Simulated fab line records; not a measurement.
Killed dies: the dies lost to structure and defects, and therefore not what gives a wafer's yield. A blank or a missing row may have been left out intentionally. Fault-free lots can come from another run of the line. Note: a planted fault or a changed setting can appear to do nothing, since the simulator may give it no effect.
One fault through the eyes of 2 desks	flow sky130	every desk sees just its own numbers, and what lay behind them comes last

== FROM THE METROLOGY DESK ==
What the gauges read for every lot (on any tool): the sampled wafers with a number, averaged. Marked OUT: a lot whose mean sits more than 4 standard deviations from the usual mean, which makes it out of limits; the brackets give that distance.
Columns: A = LDD_P_OVL at SKY_LDD_P_OVL_MEAS_08, usual 1.1 nm; B = LDD_HVN_OVL at SKY_LDD_HVN_OVL_MEAS_07, usual -1.4 nm; C = LI_CONTACT_BOW at SKY_LI_CONTACT_BOW_MEAS_03, usual 55 um; D = LOCAL_INTERCONNECT_OVL at SKY_LOCAL_INTERCONNECT_OVL_MEAS_12, usual 2 nm
lot	first seen here	A	B	C	D
L903	day 19 01:21	-0.1	-2.7	50	-3
L904	day 19 01:39	0.3	-1.3	50	-4
L908	day 20 16:37	-1.2	-1.9	31	-
L909	day 20 23:28	2.9	-0.6	27	-
L911	day 22 00:55	0.5	-2.8	54	7
L913	day 22 17:53	-0.3	-1.4	57	2
L917	day 24 22:06	1.2	-2.2	60	2
L916	day 24 22:25	1.7	-2.1	56	-4
L918	day 25 05:19	3.4	-2.6	53	9
L920	day 25 20:00	1.4	-2.2	58	-2
L921	day 25 20:55	1.7	-2.8	65	5
L922	day 26 05:46	1.0	0.9	50	5
L926	day 27 06:46	0.9	0.5	58	-0
Finding of this desk: none of the 13 lots has anything out of limits.

== FOR THE TOOL OWNER'S DESK: hdpcvd-01 ==
The tool's own readings at SKY_LI_CONTACT_HDPCVD_00 (deposits PSG, target thk 930 nm, time 155 s): means of the sampled wafers that have a number, for each lot that ran on this tool. Marked OUT: a lot whose mean sits more than 4 standard deviations from the usual mean, which makes it out of limits; the brackets give that distance.
Columns: A = pressureMtorr at SKY_LI_CONTACT_HDPCVD_00, usual 6.000 mTorr; B = runLengthS at SKY_LI_CONTACT_HDPCVD_00, usual 182.7 s
lot	first seen here	A	B
L903	day 28 02:15	5.999	182.5
L911	day 30 17:34	6.012	182.3
L913	day 31 09:37	6.003	182.2
L917	day 33 12:28	5.997	182.8
L918	day 33 14:37	6.002	182.3
L921	day 34 05:51	6.001	182.5
Finding of this desk: none of the 6 lots has anything out of limits.

== PUT TOGETHER ==
At the metrology desk, nothing out of limits was observed.
The desk of the tool owner found nothing out of limits.

== WHAT HAD BEEN PUT IN BY THE SIMULATOR ==
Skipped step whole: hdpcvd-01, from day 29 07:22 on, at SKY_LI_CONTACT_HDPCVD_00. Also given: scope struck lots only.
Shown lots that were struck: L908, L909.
